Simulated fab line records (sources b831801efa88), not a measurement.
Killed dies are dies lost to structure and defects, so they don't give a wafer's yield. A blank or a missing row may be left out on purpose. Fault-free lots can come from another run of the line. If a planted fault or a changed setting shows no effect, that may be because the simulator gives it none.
Check of tool commonality | flow gf180mcu | 42 wafers sampled across 14 lots

## WHY IT WAS OPENED
Of 14 lots, 3 have the reading LVPWELL_RS flagged at GF_VT_IMPLANT_RS_MEAS_48. Wafers without a fault read 1197 ohm/sq, standard deviation 3.6.
Rule: a lot is flagged when every wafer of it that has a number lies more than 4 standard deviations from that mean, or none has a number. As for the other lots, they are considered sound.

lot  | measured     | on            | LVPWELL_RS (ohm/sq), wafer by wafer | flag
L940 | day 8 03:14  | film_metro-01 | 1193 1191 1193                      |
L941 | day 8 06:11  | film_metro-03 | 1201 1201 1201                      |
L942 | day 8 11:01  | film_metro-01 | 1199 1194 1194                      |
L944 | day 9 02:38  | film_metro-02 | 1198 1199 1193                      |
L945 | day 9 14:35  | film_metro-01 | 1195 1196 1195                      |
L947 | day 10 13:32 | film_metro-01 | 1193 1194 1194                      |
L949 | day 10 19:59 | film_metro-03 | 1200 1197 1200                      |
L948 | day 10 21:33 | film_metro-02 | 1196 1200 1198                      |
L950 | day 11 07:50 | film_metro-02 | 1199 1199 1198                      |
L954 | day 12 06:57 | film_metro-03 | 1199 1199 1197                      |
L957 | day 12 21:41 | film_metro-01 | 1154 1157 1160                      | FLAGGED
L958 | day 13 06:25 | film_metro-03 | 1197 1197 1200                      |
L959 | day 13 16:39 | film_metro-01 | 1160 1161 1162                      | FLAGGED
L960 | day 13 17:42 | film_metro-01 | 1162 1161 1159                      | FLAGGED
On average the flagged lots' numbers are 1160 ohm/sq, which is -37 ohm/sq against the usual, or -10 standard deviations.

## WHICH TOOL EACH LOT WENT THROUGH
The record holds 1 process step before the reading, out of a route of 602 steps. Cell contents, in order: the tool; ch with the chambers the sampled wafers went through; the start.
lot  | flag    | GF_LVPWELL_IMPLANT_08
L940 |         | implanter-04 ch 0, day 4 11:02
L941 |         | implanter-04 ch 0, day 4 12:22
L942 |         | implanter-01 ch 0, day 4 17:02
L944 |         | implanter-04 ch 0, day 5 04:53
L945 |         | implanter-01 ch 0, day 5 16:02
L947 |         | implanter-02 ch 0, day 6 09:49
L949 |         | implanter-01 ch 0, day 6 14:19
L948 |         | implanter-04 ch 0, day 6 14:40
L950 |         | implanter-04 ch 0, day 6 23:02
L954 |         | implanter-02 ch 0, day 7 19:10
L957 | FLAGGED | implanter-01 ch 0, day 8 07:22
L958 |         | implanter-02 ch 0, day 8 13:13
L959 | FLAGGED | implanter-01 ch 0, day 8 23:16
L960 | FLAGGED | implanter-01 ch 0, day 9 00:19
What these steps do:
- GF_LVPWELL_IMPLANT_08
- GF_VT_IMPLANT_RS_MEAS_48: measures by four-point-probe.

## FLAGGED AGAINST TOTAL, ONE TOOL AT A TIME (gauges that did the reading follow at the end)
step                     | tool          | lots run | flagged | share of the flagged lots | sound lots run after its first flagged lot
GF_LVPWELL_IMPLANT_08    | implanter-01  | 6        | 3       | all                       | 0
GF_LVPWELL_IMPLANT_08    | implanter-02  | 3        | 0       | none                      | -
GF_LVPWELL_IMPLANT_08    | implanter-04  | 5        | 0       | none                      | -
GF_VT_IMPLANT_RS_MEAS_48 | film_metro-01 | 7        | 3       | all                       | 0
GF_VT_IMPLANT_RS_MEAS_48 | film_metro-02 | 3        | 0       | none                      | -
GF_VT_IMPLANT_RS_MEAS_48 | film_metro-03 | 4        | 0       | none                      | -

## WHAT IS ALLOWED BY THE TABLE
implanter-01 at GF_LVPWELL_IMPLANT_08 and film_metro-01 at GF_VT_IMPLANT_RS_MEAS_48 are the 2 rows of the table that ran each flagged lot.
- implanter-01 at GF_LVPWELL_IMPLANT_08 ran 6 lots, 3 of them flagged. It ran its last sound lot, L949, at day 6 14:19 and its first flagged lot, L957, at day 8 07:22: a fault with its onset between the two fits. Its own readings lie more than 4 standard deviations out on every wafer of the flagged lots: beam_energy_keV.
- film_metro-01 at GF_VT_IMPLANT_RS_MEAS_48 ran 7 lots, 3 of them flagged. It ran its last sound lot, L947, at day 10 13:32 and its first flagged lot, L957, at day 12 21:41: a fault with its onset between the two fits.
A lot count leaves these 2 tools indistinguishable: every one of them fits a fault beginning at some hour. More lots, or a look at what each step does to the wafer, might.

## WHAT HAD BEEN PUT IN BY THE SIMULATOR
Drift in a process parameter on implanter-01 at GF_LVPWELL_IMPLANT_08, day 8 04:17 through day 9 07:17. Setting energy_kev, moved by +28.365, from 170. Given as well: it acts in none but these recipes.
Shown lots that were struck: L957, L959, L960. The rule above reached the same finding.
